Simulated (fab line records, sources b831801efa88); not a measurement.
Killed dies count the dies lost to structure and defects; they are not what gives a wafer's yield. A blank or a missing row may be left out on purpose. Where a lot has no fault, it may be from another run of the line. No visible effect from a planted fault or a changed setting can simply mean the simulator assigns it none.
What tool caused it? | flow sky130 | Sampling: 14 lots, 42 wafers, 5 of 708 route steps

## WHAT EACH GAUGE READ, for each wafer
SKY_LDD_P_TW_MEAS_11. Usual: LDD_P_TW typically reads 639, with standard deviation 4.2.
lot  | measured     | on            | LDD_P_TW                | flag
L632 | day 18 23:31 | film-metro-03 | 648 650 647             |
L634 | day 19 13:19 | film-metro-02 | 640 643 640             |
L636 | day 20 05:01 | film-metro-04 | 636 640 641             |
L637 | day 21 00:25 | film-metro-03 | 642 647 643             |
L638 | day 21 11:43 | film-metro-04 | 632 632 634             |
L639 | day 21 21:01 | film-metro-03 | 644 645 642             |
L640 | day 22 06:16 | film-metro-03 | 634 631 638             |
L641 | day 22 16:22 | film-metro-04 | 633 638 633             |
L643 | day 23 06:49 | film-metro-02 | 640 638 641             |
L645 | day 24 04:52 | film-metro-04 | 639 642 641             |
L647 | day 25 03:09 | film-metro-03 | 636 636 633             |
L648 | day 25 07:16 | film-metro-04 | 657 654 651 651 657 654 | OFF
L653 | day 26 12:47 | film-metro-03 | 665 658 656 659 661 664 | OFF
L655 | day 27 20:19 | film-metro-03 | 644 639 642             |

SKY_LDD_HVP_OVL_MEAS_07. Usual: LDD_HVP_OVL typically reads 0.9 nm, with standard deviation 1.3.
lot  | measured     | on         | LDD_HVP_OVL (nm) | flag
L632 | day 21 11:30 | overlay-01 | -0.3 -0.6 0.8    |
L634 | day 22 01:06 | overlay-01 | 1.6 3.3 1.5      |
L636 | day 22 17:33 | overlay-02 | -0.3 -0.4 -1.5   |
L637 | day 23 13:06 | overlay-02 | 3.6 3.9 3.3      |
L638 | day 24 01:12 | overlay-02 | 2.3 1.2 2.9      |
L639 | day 24 08:57 | overlay-02 | 1.0 1.0 0.6      |
L640 | day 24 17:48 | overlay-01 | 3.1 2.1 2.2      |
L641 | day 25 04:22 | overlay-02 | 2.7 1.0 1.5      |
L643 | day 25 17:42 | overlay-01 | 1.0 0.9 -0.4     |
L645 | day 26 15:33 | overlay-01 | 0.7 1.9 2.0      |
L647 | day 27 12:44 | overlay-01 | -0.7 0.7 -0.7    |
L648 | day 27 18:13 | overlay-02 | 1.3 1.0 1.4      |
L653 | day 28 21:42 | overlay-01 | -0.2 -2.2 -0.6   |
L655 | day 30 04:12 | overlay-02 | -0.5 2.3 1.9     |

SKY_LOCAL_INTERCONNECT_THK_MEAS_02: measures by xrf. Usual: LOCAL_INTERCONNECT_TIN_THK typically reads 98.7 nm, with standard deviation 1.4.
lot  | measured     | on            | LOCAL_INTERCONNECT_TIN_THK (nm) | flag
L632 | day 29 02:41 | film-metro-01 | 101.0 99.0 99.7                 |
L634 | day 29 13:22 | film-metro-01 | 98.9 100.1 101.8                |
L636 | day 30 06:53 | film-metro-01 | 97.3 96.8 97.6                  |
L637 | day 30 23:50 | film-metro-01 | 98.3 100.7 98.3                 |
L638 | day 31 13:20 | film-metro-01 | 99.5 98.1 97.0                  |
L639 | day 31 17:58 | film-metro-03 | 97.4 97.4 97.9                  |
L640 | day 32 02:12 | film-metro-03 | 96.2 98.4 94.8                  |
L641 | day 32 13:53 | film-metro-01 | 99.8 102.5 100.2                |
L643 | day 32 23:15 | film-metro-01 | 98.2 98.9 98.3                  |
L645 | day 33 19:46 | film-metro-01 | 98.8 99.3 98.6                  |
L647 | day 34 17:09 | film-metro-04 | 100.2 100.5 100.0               |
L648 | day 34 19:33 | film-metro-01 | 97.4 97.2 98.3                  |
L653 | day 35 21:19 | film-metro-01 | 102.4 100.4 100.1               |
L655 | day 37 01:42 | film-metro-04 | 99.0 98.6 100.1                 |

SKY_CONTACT_THK_MEAS_01. Usual: CONTACT_CVD_00_THK typically reads 74.5 nm, with standard deviation 1.2.
lot  | measured     | on            | CONTACT_CVD_00_THK (nm) | flag
L632 | day 30 08:10 | film-metro-01 | 74.0 74.3 74.9          |
L634 | day 30 17:54 | film-metro-02 | 74.3 74.7 75.7          |
L636 | day 31 11:35 | film-metro-01 | 74.9 72.8 75.2          |
L637 | day 32 04:05 | film-metro-01 | 73.5 75.0 74.1          |
L638 | day 32 17:19 | film-metro-02 | 73.6 76.4 75.0          |
L639 | day 32 21:19 | film-metro-01 | 74.5 72.5 72.4          |
L640 | day 33 06:07 | film-metro-02 | 72.1 73.6 74.3          |
L641 | day 33 18:16 | film-metro-02 | 75.5 73.0 75.0          |
L643 | day 34 02:20 | film-metro-02 | 75.2 74.4 77.0          |
L645 | day 34 23:53 | film-metro-02 | 74.9 73.6 74.5          |
L647 | day 35 20:37 | film-metro-01 | 74.5 73.2 76.3          |
L648 | day 35 23:35 | film-metro-02 | 74.9 75.8 72.9          |
L653 | day 37 00:25 | film-metro-01 | 73.4 74.6 74.6          |
L655 | day 38 04:05 | film-metro-03 | 73.6 74.5 73.3          |

## WHAT TOOL EACH LOT RAN ON (gives the tool, then ch and the chambers of the sampled wafers, and finally the start)
lot  | SKY_LDD_P_IMPLANT_09
L632 | implanter-01 ch 0, day 18 23:16
L634 | implanter-01 ch 0, day 19 13:04
L636 | implanter-03 ch 0, day 20 04:47
L637 | implanter-03 ch 0, day 21 00:11
L638 | implanter-04 ch 0, day 21 11:29
L639 | implanter-01 ch 0, day 21 20:46
L640 | implanter-04 ch 0, day 22 06:01
L641 | implanter-04 ch 0, day 22 16:09
L643 | implanter-03 ch 0, day 23 06:34
L645 | implanter-03 ch 0, day 24 04:38
L647 | implanter-01 ch 0, day 25 02:54
L648 | implanter-03 ch 0, day 25 07:03
L653 | implanter-03 ch 0, day 26 12:32
L655 | implanter-04 ch 0, day 27 20:04
- SKY_LDD_P_IMPLANT_09

## AS READ BY THE TOOLS THEMSELVES (means over the sampled wafers that have a number; for cases with no such wafer, the mark the record gives instead)
SKY_LDD_P_IMPLANT_09. Usual: dose-ions-cm2 1e+13, standard deviation 1.1e+10; faraday-current-uA 56.4, standard deviation 1.2.
lot  | tool         | dose-ions-cm2 | faraday-current-uA | flag
L632 | implanter-01 | 1e+13         | 56.2               |
L634 | implanter-01 | 1e+13         | 56.6               |
L636 | implanter-03 | 1e+13         | 56.2               |
L637 | implanter-03 | 1e+13         | 55.6               |
L638 | implanter-04 | 1e+13         | 54.8               |
L639 | implanter-01 | 1e+13         | 57.8               |
L640 | implanter-04 | 1e+13         | 56.7               |
L641 | implanter-04 | 1e+13         | 57.1               |
L643 | implanter-03 | 1e+13         | 56.1               |
L645 | implanter-03 | 1e+13         | 56.1               |
L647 | implanter-01 | 1e+13         | 55.5               |
L648 | implanter-03 | 1e+13         | 61.3               | OFF
L653 | implanter-03 | 1e+13         | 61.9               | OFF
L655 | implanter-04 | 1e+13         | 57.4               |

## THE ANSWER, worked out from the rows above alone
Rule: lot off if the mean of its wafers having a number is beyond 3 standard deviations from the usual mean. A lot without any number at a reading at which 4 lots or more have one is off too. Where the step has rows for the other lots, those lots are counted as sound. After the gauges, taken in route order, come the tools' own readings; for these a lot's mean is taken, as printed above. The first step at which some lot is off is used, and at that step the reading that is off furthest; a lot without a number counts as furthest.
Off: L648, L653, at SKY_LDD_P_TW_MEAS_11 (LDD_P_TW).
A tool fits if, at a process step before that reading, it ran every lot that is off, and no sound lot after the first of them. The gauges at SKY_LDD_P_TW_MEAS_11 aren't tried: what is off there is off at SKY_LDD_P_IMPLANT_09 too, on other tools, and a gauge's error can't cause that. One fits: implanter-03 at SKY_LDD_P_IMPLANT_09. A fault onset in the window from L645 (day 24 04:38, its last sound lot) to L648 (day 25 07:03, its first lot off) fits.
On the lots that are off, the tool's own readings at SKY_LDD_P_IMPLANT_09 differ by more than 5 times the standard deviation of the sound lots' means, which bears it out; faraday-current-uA reads 61.6 there versus 56.3 on the sound lots.

## WHAT THE SIMULATOR HAD PUT IN
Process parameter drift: implanter-03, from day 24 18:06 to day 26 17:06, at SKY_LDD_P_IMPLANT_09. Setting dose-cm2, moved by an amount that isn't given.
Shown lots that were struck: L648, L653. The rule above found the same.
